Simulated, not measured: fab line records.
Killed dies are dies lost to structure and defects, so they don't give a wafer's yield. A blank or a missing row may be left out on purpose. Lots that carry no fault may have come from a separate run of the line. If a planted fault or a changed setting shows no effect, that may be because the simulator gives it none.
Split-lot study -- flow sky130 -- route with 708 steps; 5 lots, 23 wafers read

## THE SPLIT
At SKY_SONOS_ONO_WET_ETCH_16 (etches SiO2 in dHF, target depth 14 nm, time 280 s), the setting temp c was moved away from the recipe's 25 C on 15 of the 23 wafers read, by -14.9% to +14.5%. For the rest of the wafers, this setting stayed at what the recipe calls for.

The reading comes from the split's own step.

## THE READING
SiO2_of_FIELD_ISO_CVD_24.thk nm (the simulator's own value, which no gauge read), in nm, at SKY_SONOS_ONO_WET_ETCH_16 (etches SiO2 in dHF, target depth 14 nm, time 280 s). There is no usual value for it anywhere in the file. Here, 8 wafers ran the recipe; their average is 385.4 nm with a standard deviation of 0.83 nm.

wafer,"tool, chamber at the split","temp c as run, C",against the recipe,"SiO2_of_FIELD_ISO_CVD_24.thk nm, nm",against lot-mates on the recipe
L076.2,"-, -",25,recipe,385.8,-
L076.3,"-, -",25,recipe,384.6,-
L076.4,"-, -",25,recipe,383.9,-
L076.5,"-, -",25,recipe,386.6,-
L076.6,"-, -",25,recipe,386.2,-
L079.1,"-, -",21.28,-14.9%,388.2,no lot-mate on the recipe
L079.5,"-, -",21.28,-14.9%,388.2,no lot-mate on the recipe
L079.2,"-, -",21.28,-14.9%,386.8,no lot-mate on the recipe
L079.3,"-, -",21.28,-14.9%,388.3,no lot-mate on the recipe
L079.4,"-, -",21.28,-14.9%,388.8,no lot-mate on the recipe
L080.1,"-, -",28.63,+14.5%,381,no lot-mate on the recipe
L080.3,"-, -",28.63,+14.5%,382.7,no lot-mate on the recipe
L080.4,"-, -",28.63,+14.5%,380.9,no lot-mate on the recipe
L080.5,"-, -",28.63,+14.5%,382.1,no lot-mate on the recipe
L080.6,"-, -",28.63,+14.5%,382,no lot-mate on the recipe
L081.1,"wet bench-03, 2",25,recipe,385.5,-
L081.2,"wet bench-03, 2",25,recipe,385,-
L081.6,"wet bench-03, 2",25,recipe,385.8,-
L085.1,"-, -",26.96,+7.8%,382,no lot-mate on the recipe
L085.2,"-, -",26.96,+7.8%,381,no lot-mate on the recipe
L085.4,"-, -",26.96,+7.8%,382.7,no lot-mate on the recipe
L085.5,"-, -",26.96,+7.8%,382.1,no lot-mate on the recipe
L085.6,"-, -",26.96,+7.8%,381.1,no lot-mate on the recipe

FIT RESULTS
A straight line over all 23 wafers: SiO2_of_FIELD_ISO_CVD_24.thk nm changes by -0.236 nm for each +1% of temp c; r = -0.92; the points scatter about the line by 1 nm.
Too few moved wafers have a lot-mate on the recipe to fit a line with each lot's own level taken away.

## FILE'S OWN FIT
SiO2_of_FIELD_ISO_CVD_24.thk nm changes by -0.235 nm for each +1% of temp c, r = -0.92.
